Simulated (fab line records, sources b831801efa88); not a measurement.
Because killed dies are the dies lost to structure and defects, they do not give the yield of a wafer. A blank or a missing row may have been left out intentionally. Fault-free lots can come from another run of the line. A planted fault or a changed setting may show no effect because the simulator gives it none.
Which tool was responsible? -- flow sky130 -- 11 lots with 33 wafers sampled at 5 steps, on a route of 708 steps

## WHAT THE GAUGES SHOWED, per wafer
SKY_VT_ADJUST_HVTR_TW_MEAS_11. Usual: for VT_ADJUST_HVTR_TW the level is 209.5 and the standard deviation is 1.2.
lot,measured,on,VT_ADJUST_HVTR_TW,flag
L518,day 9 18:49,film_metro-02,206.5 208.2 207.1,
L519,day 10 02:04,film_metro-02,209.4 208.1 208.6,
L520,day 10 15:52,film_metro-04,210.3 210.7 209.3,
L521,day 10 23:21,film_metro-04,209.8 210.1 209.6,
L522,day 11 04:43,film_metro-02,207.5 207.0 207.0,
L524,day 11 22:10,film_metro-04,209.4 207.9 209.0,
L525,day 12 05:15,film_metro-04,211.1 211.0 210.4,
L532,day 14 05:32,film_metro-02,207.4 208.6 207.9,
L534,day 14 23:34,film_metro-04,210.3 210.7 208.9,
L537,day 15 17:40,film_metro-01,210.1 209.3 209.7,
L539,day 16 09:51,film_metro-04,210.8 211.4 210.5,

SKY_POLY_GATE_THK_MEAS_21. Usual: for POLY_GATE_OXIDATION_THK the level is 4.00 nm and the standard deviation is 0.072.
lot,measured,on,POLY_GATE_OXIDATION_THK (nm),flag
L518,day 16 21:47,film_metro-03,3.84 3.81 3.86,
L519,day 17 10:24,film_metro-03,3.87 3.90 3.81,
L520,day 18 06:28,film_metro-02,3.97 3.98 3.98,
L521,day 18 16:15,film_metro-03,4.01 3.94 4.02,
L522,day 18 14:40,film_metro-03,4.04 4.03 4.04,
L524,day 20 00:53,film_metro-04,4.02 3.95 4.07,
L525,day 20 11:17,film_metro-03,4.12 4.14 4.16,
L532,day 22 11:01,film_metro-02,4.44 4.40 4.42,OFF
L534,day 23 02:21,film_metro-04,4.52 4.55 4.46,OFF
L537,day 23 20:29,film_metro-02,3.96 4.09 4.04,
L539,day 24 16:53,film_metro-02,3.99 4.01 3.97,

SKY_LDD_HVP_OVL_MEAS_07. Usual: for LDD_HVP_OVL the level is -0.5 nm and the standard deviation is 1.3.
lot,measured,on,LDD_HVP_OVL (nm),flag
L518,day 21 23:28,overlay-02,1.0 0.2 -1.5,
L519,day 22 12:31,overlay-02,1.5 -1.6 2.0,
L520,day 23 10:40,overlay-01,1.4 0.1 -0.4,
L521,day 23 20:13,overlay-01,0.9 0.9 -0.4,
L522,day 23 18:59,overlay-01,-2.3 -1.3 -0.2,
L524,day 25 04:22,overlay-02,-0.3 1.4 0.4,
L525,day 25 14:25,overlay-01,-2.7 -3.3 -0.7,
L532,day 27 12:07,overlay-01,2.5 -0.8 -0.9,
L534,day 28 01:15,overlay-01,1.0 1.7 0.0,
L537,day 28 19:51,overlay-02,-1.3 0.9 -0.1,
L539,day 29 14:41,overlay-02,-0.4 -1.2 -0.4,

## TOOL THAT RAN EACH LOT (tool first, then ch and the chambers of the sampled wafers, then the start)
lot,SKY_VT_ADJUST_LVTN_STRIP_20,SKY_POLY_GATE_OXIDATION_20
L518,"plasma_asher-04 ch 0,1, day 8 00:51","furnace-01 ch 0, day 16 20:32"
L519,"plasma_asher-03 ch 0,1, day 8 05:45","furnace-01 ch 0, day 17 09:09"
L520,"plasma_asher-04 ch 1, day 8 18:32","furnace-01 ch 0, day 18 05:13"
L521,"plasma_asher-04 ch 0, day 9 00:36","furnace-01 ch 0, day 18 15:00"
L522,"plasma_asher-04 ch 0,1, day 9 06:33","furnace-02 ch 0, day 18 13:25"
L524,"plasma_asher-04 ch 0,1, day 9 23:00","furnace-02 ch 0, day 19 23:37"
L525,"plasma_asher-04 ch 0,1, day 10 05:20","furnace-01 ch 0, day 20 10:02"
L532,"plasma_asher-03 ch 0,1, day 12 03:00","furnace-02 ch 0, day 22 09:46"
L534,"plasma_asher-04 ch 0,1, day 12 18:07","furnace-02 ch 0, day 23 01:05"
L537,"plasma_asher-04 ch 0,1, day 13 12:16","furnace-01 ch 0, day 23 19:13"
L539,"plasma_asher-04 ch 0,1, day 14 03:53","furnace-01 ch 0, day 24 15:38"
- SKY_VT_ADJUST_LVTN_STRIP_20: strips in O2/N2.
- SKY_POLY_GATE_OXIDATION_20: stabilise 600 s, purge 300 s, target thk 4 nm.

## WHAT THE TOOLS THEMSELVES READ (means of the sampled wafers that have a number; where no wafer has one, the mark that the record gives instead)
SKY_VT_ADJUST_LVTN_STRIP_20. Usual: drypump_motor_current_A 5.54 A, standard deviation 0.26; oes_product_au 0.715 a.u., standard deviation 0.0044; strip_time_to_endpoint_s 14.20 s, standard deviation 0.043.
lot,tool,drypump_motor_current_A (A),oes_product_au (a.u.),strip_time_to_endpoint_s (s),flag
L518,plasma_asher-04,5.67,0.720,14.15,
L519,plasma_asher-03,5.41,0.713,14.15,
L520,plasma_asher-04,5.69,0.715,14.21,
L521,plasma_asher-04,5.55,0.714,14.24,
L522,plasma_asher-04,5.64,0.712,14.16,
L524,plasma_asher-04,5.61,0.716,14.24,
L525,plasma_asher-04,5.64,0.714,14.24,
L532,plasma_asher-03,5.40,0.717,14.25,
L534,plasma_asher-04,5.59,0.714,14.16,
L537,plasma_asher-04,5.60,0.712,14.18,
L539,plasma_asher-04,5.59,0.715,14.15,

SKY_POLY_GATE_OXIDATION_20. Usual: spike_tc_bottom_C 867.2 C, standard deviation 2.6; spike_tc_centre_C 850.6 C, standard deviation 1.2; spike_tc_lower_C 850.8 C, standard deviation 1.2; spike_tc_top_C 861.5 C, standard deviation 2.6; spike_tc_upper_C 848.6 C, standard deviation 1; tube_center_temp_C 850 C, standard deviation 0.083; tube_center_temp_C_max 852.2, standard deviation 0.33; zone_power_lower_pct 16.9 %, standard deviation 1.8; zone_power_upper_pct 17.3 %, standard deviation 0.88.
lot,tool,spike_tc_bottom_C (C),spike_tc_centre_C (C),spike_tc_lower_C (C),spike_tc_top_C (C),spike_tc_upper_C (C),tube_center_temp_C (C),tube_center_temp_C_max,zone_power_lower_pct (%),zone_power_upper_pct (%),flag
L518,furnace-01,865.1,851.0,850.7,860.1,849.2,850,852.2,15.5,16.5,
L519,furnace-01,865.4,851.0,849.3,859.5,848.5,850,852.5,15.4,16.5,
L520,furnace-01,864.7,850.5,850.3,859.2,848.6,850,852.4,15.5,16.7,
L521,furnace-01,865.2,850.4,850.6,859.7,848.5,850,852.0,15.3,16.5,
L522,furnace-02,869.2,849.6,850.6,864.4,848.9,850,852.2,19.1,18.3,
L524,furnace-02,869.1,850.5,850.7,865.3,850.7,850,852.3,19.2,18.3,
L525,furnace-01,864.8,850.9,849.9,859.6,849.2,850,852.0,15.4,16.4,
L532,furnace-02,877.7,858.8,860.2,873.4,857.6,859,861.1,19.6,18.9,OFF
L534,furnace-02,879.9,859.2,861.6,873.5,856.6,859,860.9,19.4,18.7,OFF
L537,furnace-01,864.4,851.0,849.2,859.9,848.8,850,852.0,15.4,16.4,
L539,furnace-01,864.7,850.9,851.2,859.5,848.6,850,852.5,15.5,16.5,

## THE ANSWER, worked out from the rows above alone
Rule: a lot is off if the mean of its wafers that have a number lies more than 3 standard deviations from the usual mean. A lot without any number at a reading at which 4 lots or more have one is off too. Where the step has rows for the other lots, those lots are counted as sound. The gauges are gone through in route order, then the tools' own readings, and for those a lot's mean is taken as printed above. The first step at which some lot is off is used, and at that step the reading that is off furthest; a lot without a number counts as furthest.
Off: L532, L534, at SKY_POLY_GATE_THK_MEAS_21 (POLY_GATE_OXIDATION_THK).
If a tool, at a process step before that reading, ran all the lots that are off and no sound lot after the first of them, it fits. The gauges at SKY_POLY_GATE_THK_MEAS_21 aren't tried: what is off there is off at SKY_POLY_GATE_OXIDATION_20 too, on other tools, and a gauge's error can't cause that. One fits: furnace-02 at SKY_POLY_GATE_OXIDATION_20. A fault onset in the window from L524 (day 19 23:37, its last sound lot) to L532 (day 22 09:46, its first lot off) fits.
The tool's own readings at SKY_POLY_GATE_OXIDATION_20 bear it out: on the lots that are off they differ by more than 5 times the standard deviation of the sound lots' means. spike_tc_bottom_C reads 878.8 C there against 865.8 C on the sound lots; spike_tc_centre_C reads 859.0 C there against 850.6 C on the sound lots; spike_tc_lower_C reads 860.9 C there against 850.3 C on the sound lots; spike_tc_top_C reads 873.5 C there against 860.8 C on the sound lots; spike_tc_upper_C reads 857.1 C there against 849.0 C on the sound lots; tube_center_temp_C reads 859 C there against 850 C on the sound lots; tube_center_temp_C_max reads 861.0 there against 852.2 on the sound lots.

## WHAT THE SIMULATOR PUT IN
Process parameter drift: furnace-02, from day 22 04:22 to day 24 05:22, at SKY_POLY_GATE_OXIDATION_20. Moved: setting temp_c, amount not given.
Shown lots that were struck: L532, L534. The same result came from the rule above.
